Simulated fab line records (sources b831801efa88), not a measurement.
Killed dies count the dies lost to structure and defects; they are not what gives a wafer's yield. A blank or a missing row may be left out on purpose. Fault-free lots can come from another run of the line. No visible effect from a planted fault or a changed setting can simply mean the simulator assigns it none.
fab line records	flow gf180mcu
record: lots: 14	wafers: 42	last_day: 34
route steps=602 shown NSD@246 PSD@258 CONTACT@303 M1@320
lots with no fault: from the same line, run without faults
start_h: the number of hours between the record's first day and the start of the first shown wafer of the lot	wait_h: hours since the lot's step before	" as in the row above	L1.1+2: several wafers, shown together as one row	- no value present, or no start provided	* or withheld: withheld	< > ~ a bound
route shown NAME@n: NAME is a module with steps in the file, n the number in the route of the first one	usual: mean and standard deviation over wafers with no fault	same: alike in all rows	chamber/n: place in a boat	sites: readings site by site	_std_site: standard deviation across them	_edge_site: the outer-site mean with the inner-site mean subtracted	radius_mm: for every site, how far away it sits from the centre of the wafer	mask NAME#n: copy n	behind: the tool/chamber that last shaped the wafer	hold: why the lot went on hold/how many hours it stayed there/how the hold came to an end	device: transistor that didn't switch, given as n, p or np	end of line: tests of these same wafers at the route's end	step lacking rows: just its recipe	killed: dies lost to structure and defects at the first sort, not the wafer's yield	map: a wafer's dies, marking killed ones x, the rest . and places with no die _
set.NAME: the setting that was run; set.NAME@STEP: the one run at that earlier step	model.NAME: the simulator's own value behind a step, which no gauge read
the route's steps for a sample of lots (tables are steps, rows are wafers)
services: when a tool's chamber went out of use (start_h, in hours from the record's first day, below 0 if earlier), for how many hours, and the reason
== steps ==
step: GF_NSD_STRIP_11
recipe: chemistry: O2/N2	power_w: 1400	pressure_mtorr: 1500	platen_temp_c: 250	o2_flow_sccm: 3000	n2_flow_sccm: 300	overash_fraction: 0.5
usual: chamber_pressure_mTorr: 1500.3/3	drypump_motor_current_A: 5.6/0.55	heater_power_w: 319/20	oes_product_au: 0.486/0.0043	strip_time_to_endpoint_s: 22.87/0.035
lot.wafer	tool	chamber	start_h	wait_h	chamber_pressure_mTorr	drypump_motor_current_A	heater_power_w	oes_product_au	rf_hours_counter_h	strip_time_to_endpoint_s
L898.1	plasma_asher-03	1	303.98	0.1	1500.5	6.0	342	0.489	50	22.88
L898.2	"	0	"	"	1501.4	4.9	331	0.488	50	22.85
L898.4	"	0	"	"	1500.1	4.8	331	0.488	-	22.89
L900.2	plasma_asher-04	1	314.51	0.1	1532.3	5.6	333	0.486	20	22.87
L900.4	"	1	"	"	1499.6	5.6	329	0.484	-	22.85
L900.6	"	0	"	"	1502.9	5.2	297	0.495	-	22.82
L901.2	plasma_asher-03	0	323.35	0.1	1499.9	4.8	331	0.493	52	22.94
L901.3	"	1	"	"	1500.3	6.0	346	0.486	-	22.93
L901.6	"	1	"	"	1501.9	6.0	348	0.486	-	22.97
L902.1	plasma_asher-04	1	327.66	0.1	1499.3	5.6	338	0.488	21	22.86
L902.3	"	0	"	"	1497.8	5.2	301	0.496	-	22.90
L902.4	"	1	"	"	1499.3	5.6	328	0.489	-	22.87
L904.3	plasma_asher-02	0	345.45	0.1	1500.9	6.5	286	0.488	-	22.86
L904.4	"	1	"	"	1501.3	5.4	314	0.491	-	22.84
L904.6	"	1	"	"	1499.2	5.4	315	0.485	-	22.89
L906.3	plasma_asher-04	1	360.60	0.1	1499.5	5.6	338	0.485	-	22.85
L906.5	"	0	"	"	1499.3	5.2	301	0.476	-	22.90
L906.6	"	1	"	"	1501.1	5.6	337	0.488	-	22.87
L907.2	plasma_asher-04	1	364.33	0.1	1498.9	5.6	331	0.489	25	22.93
L907.4	"	1	"	"	1496.6	5.6	338	0.485	-	22.91
L907.5	"	1	"	"	1500.6	5.6	340	0.481	-	22.90
L913.1	plasma_asher-02	1	421.01	0.1	1500.5	5.4	322	0.482	76	22.84
L913.5	"	0	"	"	1500.4	6.5	289	0.484	-	22.86
L913.6	"	1	"	"	1502.9	5.4	326	0.486	-	22.83
L914.2	plasma_asher-02	1	431.10	0.1	-	-	-	-	-	-
L914.5	"	1	"	"	-	-	-	-	-	-
L914.6	"	0	"	"	-	-	-	-	-	-
L915.1	plasma_asher-03	1	444.95	0.1	-	-	-	-	-	-
L915.3	"	1	"	"	-	-	-	-	-	-
L915.4	"	0	"	"	-	-	-	-	-	-
L918.1	plasma_asher-03	1	469.41	0.1	1502.7	6.0	345	0.480	68	22.89
L918.2	"	0	"	"	1498.9	4.9	339	0.488	68	22.86
L918.5	"	1	"	"	1499.4	6.0	336	0.496	-	22.83
L919.4	plasma_asher-03	0	479.00	0.1	1498.6	4.9	332	0.481	-	22.83
L919.5	"	0	"	"	1501.8	4.9	332	0.486	-	22.87
L919.6	"	1	"	"	1499.1	6.0	340	0.480	-	22.88
L920.2	plasma_asher-02	0	481.84	0.1	1498.2	6.6	284	0.484	5	22.91
L920.5	"	0	"	"	1499.1	6.5	282	0.481	-	22.92
L920.6	"	1	"	"	1501.8	5.4	310	0.493	-	22.90
L921.1	plasma_asher-04	1	493.13	0.1	1499.0	5.6	326	0.484	39	22.90
L921.2	"	0	"	"	1500.6	5.1	302	0.488	39	22.87
L921.3	"	1	"	"	1500.9	5.6	336	0.484	-	22.88
step: GF_PSD_STRIP_10
recipe: chemistry: O2/N2	power_w: 1400	pressure_mtorr: 1500	platen_temp_c: 250	o2_flow_sccm: 3000	n2_flow_sccm: 300	overash_fraction: 0.5
usual: chamber_pressure_mTorr: 1500.1/1.3	drypump_motor_current_A: 5.9/0.5	heater_power_w: 306/22	oes_product_au: 0.591/0.0041	strip_time_to_endpoint_s: 16.54/0.041
lot.wafer	tool	chamber	start_h	wait_h	chamber_pressure_mTorr	drypump_motor_current_A	heater_power_w	oes_product_au	rf_hours_counter_h	strip_time_to_endpoint_s
L898.1	plasma_asher-01	0	323.98	0.1	1499.9	6.2	279	0.584	70	16.46
L898.2	"	1	"	"	1498.9	5.8	301	0.593	70	16.49
L898.4	"	1	"	"	1500.2	5.8	309	0.594	-	16.43
L900.2	plasma_asher-02	0	335.48	0.1	1500.0	6.5	299	0.590	68	16.55
L900.4	"	1	"	"	1502.2	5.4	305	0.594	-	16.60
L900.6	"	0	"	"	1497.5	6.5	295	0.591	-	16.59
L901.2	plasma_asher-02	1	344.71	0.1	1501.4	5.4	317	0.599	69	16.55
L901.3	"	0	"	"	1497.8	6.5	280	0.594	-	16.54
L901.6	"	1	"	"	1498.2	5.4	315	0.588	-	16.53
L902.1	plasma_asher-02	0	348.86	0.1	1499.9	6.5	293	0.585	69	16.49
L902.3	"	1	"	"	1497.6	5.4	318	0.591	-	16.49
L902.4	"	0	"	"	1499.1	6.6	288	0.590	-	16.47
L904.3	plasma_asher-02	0	367.75	0.1	1497.9	6.5	291	0.593	-	16.53
L904.4	"	1	"	"	1501.9	5.4	325	0.594	-	16.53
L904.6	"	1	"	"	1500.1	5.4	316	0.586	-	16.53
L906.3	plasma_asher-03	1	383.43	0.1	1502.0	6.0	340	0.590	-	16.47
L906.5	"	1	"	"	1498.1	6.0	344	0.594	-	16.47
L906.6	"	0	"	"	1500.6	4.9	325	0.596	-	16.50
L907.2	plasma_asher-01	1	387.66	0.1	1498.5	5.8	305	0.596	77	16.57
L907.4	"	0	"	"	1502.1	6.2	278	0.585	-	16.58
L907.5	"	1	"	"	1500.1	5.8	304	0.585	-	16.57
L913.1	plasma_asher-01	0	445.66	0.1	1500.1	6.2	276	0.592	83	16.60
L913.5	"	0	"	"	1503.0	6.2	281	0.593	-	16.60
L913.6	"	1	"	"	1502.3	5.8	303	0.601	-	16.56
L914.2	plasma_asher-02	0	455.98	0.1	1502.2	6.6	298	0.657	3	31.41
L914.5	"	0	"	"	1499.6	6.5	294	0.660	-	31.31
L914.6	"	1	"	"	1502.1	5.4	315	0.655	-	31.32
L915.1	plasma_asher-01	1	469.61	0.1	1501.7	5.8	299	0.657	85	31.37
L915.3	"	0	"	"	1499.1	6.1	282	0.657	-	31.29
L915.4	"	1	"	"	1501.9	5.8	308	0.651	-	31.30
L918.1	plasma_asher-03	0	493.33	0.1	1500.4	4.8	326	0.589	71	16.61
L918.2	"	1	"	"	1499.7	6.0	335	0.586	71	16.61
L918.5	"	0	"	"	1502.3	4.9	332	0.599	-	16.64
L919.4	plasma_asher-03	1	502.99	0.1	1500.4	6.0	347	0.587	-	16.49
L919.5	"	1	"	"	1500.0	6.0	332	0.590	-	16.47
L919.6	"	0	"	"	1500.0	4.8	336	0.586	-	16.48
L920.2	plasma_asher-03	0	505.28	0.1	1500.2	4.9	333	0.598	72	16.49
L920.5	"	1	"	"	1502.6	6.0	353	0.592	-	16.51
L920.6	"	0	"	"	1499.2	4.8	329	0.591	-	16.51
L921.1	plasma_asher-01	0	516.54	0.1	1500.5	6.2	277	0.590	90	16.59
L921.2	"	1	"	"	1498.2	5.8	311	0.595	90	16.60
L921.3	"	1	"	"	1502.7	5.8	311	0.592	-	16.64
step: GF_PSD_TW_MEAS_11
usual: PSD_TW: 3157/28
lot.wafer	tool	chamber	start_h	wait_h	PSD_TW
L898.1	film_metro-03	-	324.08	0.1	3121
L898.2	"	-	"	"	3141
L898.4	"	-	"	"	3136
L900.2	film_metro-04	-	335.59	0.1	3154
L900.4	"	-	"	"	3148
L900.6	"	-	"	"	3149
L901.2	film_metro-02	-	344.82	0.1	3202
L901.3	"	-	"	"	3204
L901.6	"	-	"	"	3170
L902.1	film_metro-03	-	348.96	0.1	3139
L902.3	"	-	"	"	3132
L902.4	"	-	"	"	3137
L904.3	film_metro-03	-	367.83	0.1	3153
L904.4	"	-	"	"	3153
L904.6	"	-	"	"	3148
L906.3	film_metro-03	-	383.53	0.1	3148
L906.5	"	-	"	"	3145
L906.6	"	-	"	"	3135
L907.2	film_metro-02	-	387.77	0.1	3163
L907.4	"	-	"	"	3176
L907.5	"	-	"	"	3158
L913.1	film_metro-03	-	445.76	0.1	3108
L913.5	"	-	"	"	3115
L913.6	"	-	"	"	3106
L914.2	film_metro-03	-	456.09	0.1	30
L914.5	"	-	"	"	30
L914.6	"	-	"	"	30
L915.1	film_metro-02	-	469.71	0.1	30
L915.3	"	-	"	"	30
L915.4	"	-	"	"	30
L918.1	film_metro-03	-	493.43	0.1	3146
L918.2	"	-	"	"	3133
L918.5	"	-	"	"	3127
L919.4	film_metro-03	-	503.09	0.1	3132
L919.5	"	-	"	"	3131
L919.6	"	-	"	"	3128
L920.2	film_metro-02	-	505.39	0.1	3198
L920.5	"	-	"	"	3183
L920.6	"	-	"	"	3209
L921.1	film_metro-02	-	516.64	0.1	3193
L921.2	"	-	"	"	3195
L921.3	"	-	"	"	3194
step: GF_CONTACT_ETCH_16
recipe: chemistry: N2/H2	target_depth_a: withheld	overetch_a: withheld	time_s: withheld	target: BARC	ion_energy_ev: 200	source_w: 500	bias_w: 100	pressure_mtorr: 30	n2_flow_sccm: 100	h2_flow_sccm: 200
usual: drypump_motor_current_A: 5.9/0.43	oes_product_au: 0.855/0.0045	throttle_valve_pct: 13.226/0.0095
lot.wafer	tool	chamber	start_h	wait_h	drypump_motor_current_A	oes_product_au	throttle_valve_pct
L898.1	rie_diel-03	0	369.46	0.0	6.3	0.850	13.229
L898.2	"	1	"	"	5.6	0.855	13.216
L898.4	"	2	"	"	5.4	0.855	13.222
L900.2	rie_diel-03	3	381.70	0.0	6.0	0.849	13.225
L900.4	"	1	"	"	5.6	0.860	13.233
L900.6	"	2	"	"	5.4	0.853	13.238
L901.2	rie_diel-02	2	391.81	0.0	6.7	0.856	13.236
L901.3	"	3	"	"	6.4	0.853	13.221
L901.6	"	2	"	"	6.7	0.853	13.220
L902.1	rie_diel-03	0	395.96	0.0	6.3	0.858	13.229
L902.3	"	2	"	"	5.4	0.857	13.228
L902.4	"	1	"	"	5.6	0.857	13.226
L904.3	rie_diel-02	1	416.56	0.0	5.9	0.859	13.219
L904.4	"	2	"	"	6.7	0.849	13.234
L904.6	"	1	"	"	5.9	0.850	13.232
L906.3	rie_diel-02	2	432.91	0.0	6.7	0.856	13.218
L906.5	"	0	"	"	6.2	0.864	13.237
L906.6	"	3	"	"	6.5	0.856	13.225
L907.2	rie_diel-02	1	437.50	0.0	5.9	0.845	13.229
L907.4	"	0	"	"	6.2	0.853	13.228
L907.5	"	2	"	"	6.6	0.847	13.219
L913.1	rie_diel-02	1	496.76	0.0	5.9	0.854	13.193
L913.5	"	3	"	"	6.5	0.851	13.217
L913.6	"	0	"	"	6.2	0.858	13.234
L914.2	rie_diel-02	3	505.66	0.0	6.4	0.860	13.226
L914.5	"	0	"	"	6.2	0.853	13.238
L914.6	"	1	"	"	5.9	0.857	13.228
L915.1	rie_diel-03	1	520.11	0.0	5.7	0.852	13.236
L915.3	"	0	"	"	6.3	0.863	13.226
L915.4	"	2	"	"	5.4	0.856	13.213
L918.1	rie_diel-04	1	541.31	0.0	5.1	0.857	13.239
L918.2	"	3	"	"	6.1	0.854	13.235
L918.5	"	2	"	"	5.6	0.860	13.239
L919.4	rie_diel-04	3	551.36	0.0	6.1	0.859	13.230
L919.5	"	2	"	"	5.6	0.850	13.222
L919.6	"	3	"	"	6.1	0.848	13.248
L920.2	rie_diel-03	3	553.54	0.0	6.0	0.857	13.215
L920.5	"	0	"	"	6.4	0.858	13.235
L920.6	"	3	"	"	6.0	0.854	13.223
L921.1	rie_diel-02	2	564.36	0.0	6.7	0.853	13.220
L921.2	"	0	"	"	6.2	0.856	13.241
L921.3	"	3	"	"	6.4	0.855	13.245
step: GF_CONTACT_SPUTTER_23
recipe: material: TiN	target_thk_nm: 10	chamber_pressure_pa: 5	power_w: 4000	time_s: 40
usual: throttle_valve_pct: 30.0/0.77
lot.wafer	tool	chamber	start_h	wait_h	throttle_valve_pct
L898.1	pvd_sputter-01	-	369.98	0.0	30.6
L898.2	"	-	"	"	28.5
L898.4	"	-	"	"	30.0
L900.2	pvd_sputter-03	-	382.23	0.0	29.1
L900.4	"	-	"	"	30.4
L900.6	"	-	"	"	30.8
L901.2	pvd_sputter-01	-	392.34	0.0	30.8
L901.3	"	-	"	"	30.0
L901.6	"	-	"	"	30.3
L902.1	pvd_sputter-03	-	396.50	0.0	29.0
L902.3	"	-	"	"	28.7
L902.4	"	-	"	"	28.8
L904.3	pvd_sputter-04	-	417.08	0.0	30.6
L904.4	"	-	"	"	29.8
L904.6	"	-	"	"	30.8
L906.3	pvd_sputter-04	-	433.43	0.0	31.0
L906.5	"	-	"	"	29.9
L906.6	"	-	"	"	30.7
L907.2	pvd_sputter-01	-	438.02	0.0	30.9
L907.4	"	-	"	"	28.7
L907.5	"	-	"	"	28.6
L913.1	pvd_sputter-03	-	497.30	0.0	28.9
L913.5	"	-	"	"	30.0
L913.6	"	-	"	"	29.5
L914.2	pvd_sputter-03	-	506.21	0.0	30.0
L914.5	"	-	"	"	29.4
L914.6	"	-	"	"	28.8
L915.1	pvd_sputter-04	-	520.64	0.0	29.8
L915.3	"	-	"	"	30.5
L915.4	"	-	"	"	30.8
L918.1	pvd_sputter-01	-	541.83	0.0	30.7
L918.2	"	-	"	"	28.4
L918.5	"	-	"	"	31.1
L919.4	pvd_sputter-04	-	551.89	0.0	30.9
L919.5	"	-	"	"	30.1
L919.6	"	-	"	"	30.7
L920.2	pvd_sputter-04	-	554.08	0.0	30.5
L920.5	"	-	"	"	30.7
L920.6	"	-	"	"	29.7
L921.1	pvd_sputter-03	-	564.89	0.0	28.6
L921.2	"	-	"	"	29.7
L921.3	"	-	"	"	29.3
step: GF_M1_RS_MEAS_05
recipe: thk_meas_gauge: four-point-probe	reads: TiN_of_M1_SPUTTER_04+Ti_of_M1_SPUTTER_03+AlCu_of_M1_SPUTTER_02+TiN_of_M1_SPUTTER_01+Ti_of_M1_SPUTTER_00
usual: M1_ALCU_RS: 0.0698/0.00085
lot.wafer	tool	chamber	start_h	wait_h	M1_ALCU_RS[ohm/sq]
L898.1	film_metro-03	-	370.82	0.0	0.0698
L898.2	"	-	"	"	0.0703
L898.4	"	-	"	"	0.0707
L900.2	film_metro-02	-	383.09	0.0	0.0691
L900.4	"	-	"	"	0.0697
L900.6	"	-	"	"	0.0690
L901.2	film_metro-03	-	393.20	0.0	0.0705
L901.3	"	-	"	"	0.0683
L901.6	"	-	"	"	0.0701
L902.1	film_metro-03	-	397.34	0.0	0.0695
L902.3	"	-	"	"	0.0700
L902.4	"	-	"	"	0.0712
L904.3	film_metro-03	-	418.26	0.1	0.0709
L904.4	"	-	"	"	0.0696
L904.6	"	-	"	"	0.0695
L906.3	film_metro-02	-	434.34	0.1	0.0695
L906.5	"	-	"	"	0.0691
L906.6	"	-	"	"	0.0692
L907.2	film_metro-02	-	438.98	0.0	0.0701
L907.4	"	-	"	"	0.0692
L907.5	"	-	"	"	0.0688
L913.1	film_metro-04	-	498.14	0.0	0.0686
L913.5	"	-	"	"	0.0704
L913.6	"	-	"	"	0.0697
L914.2	film_metro-03	-	507.07	0.0	0.0692
L914.5	"	-	"	"	0.0699
L914.6	"	-	"	"	0.0685
L915.1	film_metro-03	-	521.48	0.0	0.0707
L915.3	"	-	"	"	0.0697
L915.4	"	-	"	"	0.0699
L918.1	film_metro-03	-	542.67	0.0	0.0689
L918.2	"	-	"	"	0.0686
L918.5	"	-	"	"	0.0682
L919.4	film_metro-03	-	552.79	0.1	0.0694
L919.5	"	-	"	"	0.0706
L919.6	"	-	"	"	0.0703
L920.2	film_metro-03	-	554.94	0.0	0.0703
L920.5	"	-	"	"	0.0697
L920.6	"	-	"	"	0.0698
L921.1	film_metro-03	-	565.73	0.0	0.0710
L921.2	"	-	"	"	0.0699
L921.3	"	-	"	"	0.0708
== services ==
tool	chamber	start_h	hours	kind
rie_diel-03	-	286.37	2.8	pm
plasma_asher-04	-	286.59	2.0	repair
rie_diel-02	3	287.04	10.2	repair
pvd_sputter-03	-	293.14	2.5	repair
pvd_sputter-03	-	305.15	3.3	repair
plasma_asher-03	-	314.01	1.6	repair
rie_diel-02	1	342.91	7.0	repair
rie_diel-03	1	362.63	3.4	repair
pvd_sputter-04	-	375.15	3.7	repair
plasma_asher-04	-	412.84	1.0	repair
plasma_asher-02	-	421.25	9.0	pm
rie_diel-02	2	425.61	3.5	repair
plasma_asher-01	-	426.91	0.6	repair
rie_diel-03	1	431.14	13.2	repair
plasma_asher-02	-	451.62	1.8	repair
rie_diel-02	-	456.49	0.4	repair
rie_diel-03	1	460.41	2.8	repair
pvd_sputter-03	-	473.95	0.7	repair
plasma_asher-04	-	476.41	1.8	repair
plasma_asher-03	-	490.56	1.7	repair
pvd_sputter-04	-	497.86	5.6	repair
pvd_sputter-04	-	521.92	4.1	repair
pvd_sputter-03	-	527.55	2.9	repair
rie_diel-03	-	564.50	3.3	repair
== key ==
first_sign: step: GF_NSD_STRIP_11	reading: tool_record	direction: missing
effect: step: GF_PSD_STRIP_10	reading: strip_time_to_endpoint_s	direction: up	sigmas: 99+	usual: *	struck: *
effect: step: GF_PSD_TW_MEAS_11	reading: PSD_TW	direction: down	sigmas: 99+	usual: 3157	struck: 30
met_at GF_NSD_STRIP_11
struck_lots L914,L915
sort_left_out L914.2,L914.5,L914.6,L915.1,L915.3,L915.4
tester_left_out L914,L915
not_acting_at GF_CONTACT_ETCH_16,GF_CONTACT_SPUTTER_23,GF_M1_RS_MEAS_05
onset_between 421.01 431.10
fault: kind: skipped_step_whole	tool: plasma_asher-02,plasma_asher-03	chamber: -	onset_h: 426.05	steps: GF_NSD_STRIP_11	scope: struck_lots_only
tester_left_out: of these lots the tester's yield and bins aren't shown, on N5 and GAA mostly nor the transistor test; their killed dies are dies lost to structure and defects alone, not to doping, threshold or leakage, so they don't give the yield
sort_left_out: the simulated sort isn't trusted on such a fault, so these wafers' sort isn't shown, and their yield isn't known
